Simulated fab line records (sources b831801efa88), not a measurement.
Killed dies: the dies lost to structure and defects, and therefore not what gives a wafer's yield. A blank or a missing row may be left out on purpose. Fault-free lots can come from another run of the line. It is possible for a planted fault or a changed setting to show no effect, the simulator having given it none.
Which tool is to blame? / flow gf180mcu / 11 lots, 33 wafers sampled, at 5 steps of a route of 602

## WHAT THE GAUGES READ, wafer by wafer
GF_HV_LDD_THK_MEAS_55.
lot=L510; measured=day 12 12:53; on=film_metro-01; HV_LDD_CVD_54_THK (nm)=9.81 9.84 10.03
lot=L511; measured=day 12 20:49; on=film_metro-01; HV_LDD_CVD_54_THK (nm)=9.95 9.97 9.96
lot=L513; measured=day 13 12:11; on=film_metro-03; HV_LDD_CVD_54_THK (nm)=10.14 10.12 10.04
lot=L517; measured=day 15 06:18; on=film_metro-03; HV_LDD_CVD_54_THK (nm)=9.89 9.86 9.88
lot=L518; measured=day 15 09:19; on=film_metro-03; HV_LDD_CVD_54_THK (nm)=9.94 10.02 10.09
lot=L519; measured=day 15 15:52; on=film_metro-03; HV_LDD_CVD_54_THK (nm)=9.87 10.02 10.00
lot=L521; measured=day 16 02:51; on=film_metro-01; HV_LDD_CVD_54_THK (nm)=10.09 9.96 10.08
lot=L526; measured=day 17 19:29; on=film_metro-03; HV_LDD_CVD_54_THK (nm)=9.97 10.12 9.93
lot=L530; measured=day 19 13:52; on=film_metro-03; HV_LDD_CVD_54_THK (nm)=9.87 9.91 9.75
lot=L532; measured=day 20 00:28; on=film_metro-04; HV_LDD_CVD_54_THK (nm)=10.09 10.08 10.19
lot=L533; measured=day 20 07:42; on=film_metro-04; HV_LDD_CVD_54_THK (nm)=9.98 9.82 9.77

GF_HV_LDD_THK_MEAS_57.
lot=L510; measured=day 12 16:19; on=film_metro-01; HV_LDD_CVD_56_THK (nm)=90.7 90.1 89.6
lot=L511; measured=day 12 22:19; on=film_metro-01; HV_LDD_CVD_56_THK (nm)=90.0 90.1 90.3
lot=L513; measured=day 13 14:23; on=film_metro-03; HV_LDD_CVD_56_THK (nm)=89.8 90.8 90.5
lot=L517; measured=day 15 08:31; on=film_metro-03; HV_LDD_CVD_56_THK (nm)=88.7 88.5 88.4
lot=L518; measured=day 15 11:31; on=film_metro-03; HV_LDD_CVD_56_THK (nm)=89.1 89.2 89.6
lot=L519; measured=day 15 17:21; on=film_metro-01; HV_LDD_CVD_56_THK (nm)=89.8 89.6 89.0
lot=L521; measured=day 16 04:20; on=film_metro-03; HV_LDD_CVD_56_THK (nm)=90.2 89.6 89.6
lot=L526; measured=day 17 20:58; on=film_metro-01; HV_LDD_CVD_56_THK (nm)=64.9 64.4 64.2
lot=L530; measured=day 19 15:21; on=film_metro-01; HV_LDD_CVD_56_THK (nm)=90.6 89.9 90.3
lot=L532; measured=day 20 02:40; on=film_metro-03; HV_LDD_CVD_56_THK (nm)=89.4 90.0 89.4
lot=L533; measured=day 20 09:54; on=film_metro-01; HV_LDD_CVD_56_THK (nm)=89.5 88.8 89.7

GF_CONTACT_THK_MEAS_26: measures by xrf.
lot=L510; measured=day 16 06:55; on=film_metro-01; CONTACT_W_THK (nm)=314 308 311
lot=L511; measured=day 16 13:31; on=film_metro-01; CONTACT_W_THK (nm)=323 323 318
lot=L513; measured=day 17 08:41; on=film_metro-03; CONTACT_W_THK (nm)=307 309 309
lot=L517; measured=day 19 05:58; on=film_metro-04; CONTACT_W_THK (nm)=308 310 306
lot=L518; measured=day 19 10:00; on=film_metro-03; CONTACT_W_THK (nm)=318 316 312
lot=L519; measured=day 19 17:19; on=film_metro-04; CONTACT_W_THK (nm)=312 315 309
lot=L521; measured=day 20 06:17; on=film_metro-01; CONTACT_W_THK (nm)=318 322 318
lot=L526; measured=day 21 23:53; on=film_metro-03; CONTACT_W_THK (nm)=315 318 315
lot=L530; measured=day 23 17:39; on=film_metro-04; CONTACT_W_THK (nm)=306 316 309
lot=L532; measured=day 24 03:40; on=film_metro-04; CONTACT_W_THK (nm)=316 314 316
lot=L533; measured=day 24 11:41; on=film_metro-03; CONTACT_W_THK (nm)=320 318 308

## WHICH TOOL RAN EACH LOT (tool, then ch and the chambers of the sampled wafers, then the start)
lot=L510; GF_HV_LDD_CVD_56=lpcvd-02 ch 0, day 12 14:53; GF_HV_LDD_ETCHBACK_58=rie_diel-01 ch 1,2, day 12 16:22
lot=L511; GF_HV_LDD_CVD_56=lpcvd-02 ch 1, day 12 20:53; GF_HV_LDD_ETCHBACK_58=rie_diel-04 ch 0,2, day 12 22:22
lot=L513; GF_HV_LDD_CVD_56=lpcvd-01 ch 0, day 13 12:14; GF_HV_LDD_ETCHBACK_58=rie_diel-01 ch 0,2,3, day 13 14:26
lot=L517; GF_HV_LDD_CVD_56=lpcvd-01 ch 1, day 15 06:21; GF_HV_LDD_ETCHBACK_58=rie_diel-04 ch 0,1,3, day 15 08:34
lot=L518; GF_HV_LDD_CVD_56=lpcvd-01 ch 1, day 15 09:22; GF_HV_LDD_ETCHBACK_58=rie_diel-03 ch 2,3, day 15 11:34
lot=L519; GF_HV_LDD_CVD_56=lpcvd-02 ch 1, day 15 15:55; GF_HV_LDD_ETCHBACK_58=rie_diel-01 ch 1,2,3, day 15 17:25
lot=L521; GF_HV_LDD_CVD_56=lpcvd-02 ch 1, day 16 02:54; GF_HV_LDD_ETCHBACK_58=rie_diel-03 ch 1,2,3, day 16 04:23
lot=L526; GF_HV_LDD_CVD_56=lpcvd-01 ch 0, day 17 19:32; GF_HV_LDD_ETCHBACK_58=rie_diel-03 ch 0,1,3, day 17 21:01
lot=L530; GF_HV_LDD_CVD_56=lpcvd-02 ch 0, day 19 13:55; GF_HV_LDD_ETCHBACK_58=rie_diel-03 ch 0,2, day 19 15:24
lot=L532; GF_HV_LDD_CVD_56=lpcvd-02 ch 0, day 20 00:30; GF_HV_LDD_ETCHBACK_58=rie_diel-03 ch 0,2,3, day 20 02:42
lot=L533; GF_HV_LDD_CVD_56=lpcvd-02 ch 0, day 20 07:45; GF_HV_LDD_ETCHBACK_58=rie_diel-03 ch 1,2,3, day 20 09:57
- GF_HV_LDD_CVD_56: deposits Si3N4 from DCS/NH3, target thk 90 nm, time 1543 s.
- GF_HV_LDD_ETCHBACK_58: etches Si3N4 in CH3F/O2, stops on SiO2, time 100 s, target depth 90 nm.

## WHAT THE TOOLS THEMSELVES READ (means of the sampled wafers that have a number; where no wafer has one, the mark that the record gives instead)
GF_HV_LDD_CVD_56.
lot=L510; tool=lpcvd-02; spike_tc_bottom_C (C)=788.8; spike_tc_centre_C (C)=771.3; spike_tc_lower_C (C)=770.1; spike_tc_top_C (C)=787.6; spike_tc_upper_C (C)=770.3; susceptor_temp_C (C)=770.1; zone_power_bottom_pct (%)=22.9
lot=L511; tool=lpcvd-02; spike_tc_bottom_C (C)=786.1; spike_tc_centre_C (C)=769.7; spike_tc_lower_C (C)=770.6; spike_tc_top_C (C)=785.0; spike_tc_upper_C (C)=768.4; susceptor_temp_C (C)=770.2; zone_power_bottom_pct (%)=19.5
lot=L513; tool=lpcvd-01; spike_tc_bottom_C (C)=787.0; spike_tc_centre_C (C)=770.6; spike_tc_lower_C (C)=770.6; spike_tc_top_C (C)=783.9; spike_tc_upper_C (C)=769.8; susceptor_temp_C (C)=770.3; zone_power_bottom_pct (%)=21.0
lot=L517; tool=lpcvd-01; spike_tc_bottom_C (C)=785.4; spike_tc_centre_C (C)=770.0; spike_tc_lower_C (C)=770.7; spike_tc_top_C (C)=789.4; spike_tc_upper_C (C)=772.4; susceptor_temp_C (C)=769.7; zone_power_bottom_pct (%)=21.8
lot=L518; tool=lpcvd-01; spike_tc_bottom_C (C)=785.3; spike_tc_centre_C (C)=771.1; spike_tc_lower_C (C)=771.0; spike_tc_top_C (C)=788.3; spike_tc_upper_C (C)=771.5; susceptor_temp_C (C)=769.9; zone_power_bottom_pct (%)=21.5
lot=L519; tool=lpcvd-02; spike_tc_bottom_C (C)=787.2; spike_tc_centre_C (C)=769.4; spike_tc_lower_C (C)=770.5; spike_tc_top_C (C)=784.7; spike_tc_upper_C (C)=768.7; susceptor_temp_C (C)=770.1; zone_power_bottom_pct (%)=19.3
lot=L521; tool=lpcvd-02; spike_tc_bottom_C (C)=787.3; spike_tc_centre_C (C)=770.3; spike_tc_lower_C (C)=770.7; spike_tc_top_C (C)=785.1; spike_tc_upper_C (C)=768.9; susceptor_temp_C (C)=770.0; zone_power_bottom_pct (%)=19.5
lot=L526; tool=lpcvd-01; spike_tc_bottom_C (C)=769.9; spike_tc_centre_C (C)=753.4; spike_tc_lower_C (C)=752.6; spike_tc_top_C (C)=766.6; spike_tc_upper_C (C)=752.2; susceptor_temp_C (C)=752.7; zone_power_bottom_pct (%)=20.2
lot=L530; tool=lpcvd-02; spike_tc_bottom_C (C)=789.2; spike_tc_centre_C (C)=772.0; spike_tc_lower_C (C)=769.1; spike_tc_top_C (C)=787.6; spike_tc_upper_C (C)=769.4; susceptor_temp_C (C)=769.6; zone_power_bottom_pct (%)=22.6
lot=L532; tool=lpcvd-02; spike_tc_bottom_C (C)=789.6; spike_tc_centre_C (C)=771.2; spike_tc_lower_C (C)=767.7; spike_tc_top_C (C)=787.6; spike_tc_upper_C (C)=769.4; susceptor_temp_C (C)=770.2; zone_power_bottom_pct (%)=22.4
lot=L533; tool=lpcvd-02; spike_tc_bottom_C (C)=789.5; spike_tc_centre_C (C)=771.5; spike_tc_lower_C (C)=768.6; spike_tc_top_C (C)=787.2; spike_tc_upper_C (C)=769.9; susceptor_temp_C (C)=770.0; zone_power_bottom_pct (%)=22.5

GF_HV_LDD_ETCHBACK_58.
lot=L510; tool=rie_diel-01; drypump_motor_current_A (A)=5.6; oes_product_au (a.u.)=0.846; throttle_valve_pct (%)=10.562
lot=L511; tool=rie_diel-04; drypump_motor_current_A (A)=5.5; oes_product_au (a.u.)=0.842; throttle_valve_pct (%)=10.549
lot=L513; tool=rie_diel-01; drypump_motor_current_A (A)=5.4; oes_product_au (a.u.)=0.846; throttle_valve_pct (%)=10.564
lot=L517; tool=rie_diel-04; drypump_motor_current_A (A)=6.0; oes_product_au (a.u.)=0.839; throttle_valve_pct (%)=10.560
lot=L518; tool=rie_diel-03; drypump_motor_current_A (A)=6.5; oes_product_au (a.u.)=0.834; throttle_valve_pct (%)=10.556
lot=L519; tool=rie_diel-01; drypump_motor_current_A (A)=5.2; oes_product_au (a.u.)=0.837; throttle_valve_pct (%)=10.562
lot=L521; tool=rie_diel-03; drypump_motor_current_A (A)=6.1; oes_product_au (a.u.)=0.841; throttle_valve_pct (%)=10.565
lot=L526; tool=rie_diel-03; drypump_motor_current_A (A)=5.6; oes_product_au (a.u.)=0.716; throttle_valve_pct (%)=10.543
lot=L530; tool=rie_diel-03; drypump_motor_current_A (A)=6.1; oes_product_au (a.u.)=0.843; throttle_valve_pct (%)=10.572
lot=L532; tool=rie_diel-03; drypump_motor_current_A (A)=6.1; oes_product_au (a.u.)=0.842; throttle_valve_pct (%)=10.560
lot=L533; tool=rie_diel-03; drypump_motor_current_A (A)=6.1; oes_product_au (a.u.)=0.838; throttle_valve_pct (%)=10.558

## THE ANSWER, worked out from the rows above alone
Rule: what is usual is taken from the lots themselves. Put in order of their means at a reading, lots are off if they are a third of the lots or fewer, leave a main group of 4 or more, and stand apart from it by a gap of 3 or more times the standard deviation of the main group's means; of several such gaps the widest counts. A main group whose means are all the same, to the digits that the tables above print for the reading, isn't used. Also off: a lot with no number at a reading for which 4 or more lots have one. Where the step has rows for the other lots, those lots are counted as sound. After the gauges, taken in route order, come the tools' own readings; for these a lot's mean is taken, as printed above. At the first step where some lot is off, the reading lying furthest off is the one used; lots without a number count as furthest.
Off: L526, seen at GF_HV_LDD_THK_MEAS_57 (HV_LDD_CVD_56_THK). The main group has a mean of 89.7 nm with a standard deviation of 0.54.
If a tool, at a process step before that reading, ran all the lots that are off and no sound lot after the first of them, it fits. Not tried: the gauges at GF_HV_LDD_THK_MEAS_57; whatever is off there is also off at GF_HV_LDD_CVD_56, on other tools, and gauge error can't account for it. One fits: GF_HV_LDD_CVD_56 on lpcvd-01. A fault onset in the window from L518 (day 15 09:22, its last sound lot) to L526 (day 17 19:32, its first lot off) fits.
The tool's own readings at GF_HV_LDD_CVD_56 bear it out: on the lots that are off they differ by more than 5 times the standard deviation of the sound lots' means. spike_tc_bottom_C reads 769.9 C there against 787.5 C on the sound lots; spike_tc_centre_C reads 753.4 C there against 770.7 C on the sound lots; spike_tc_lower_C reads 752.6 C there against 770.0 C on the sound lots; spike_tc_top_C reads 766.6 C there against 786.6 C on the sound lots; spike_tc_upper_C reads 752.2 C there against 769.9 C on the sound lots; susceptor_temp_C reads 752.7 C there against 770.0 C on the sound lots.

## WHAT THE SIMULATOR HAD PUT IN
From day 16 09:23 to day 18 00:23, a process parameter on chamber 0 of lpcvd-01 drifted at GF_HV_LDD_CVD_56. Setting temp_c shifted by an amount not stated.
Lots struck among those shown: L526. The rule above found the same.
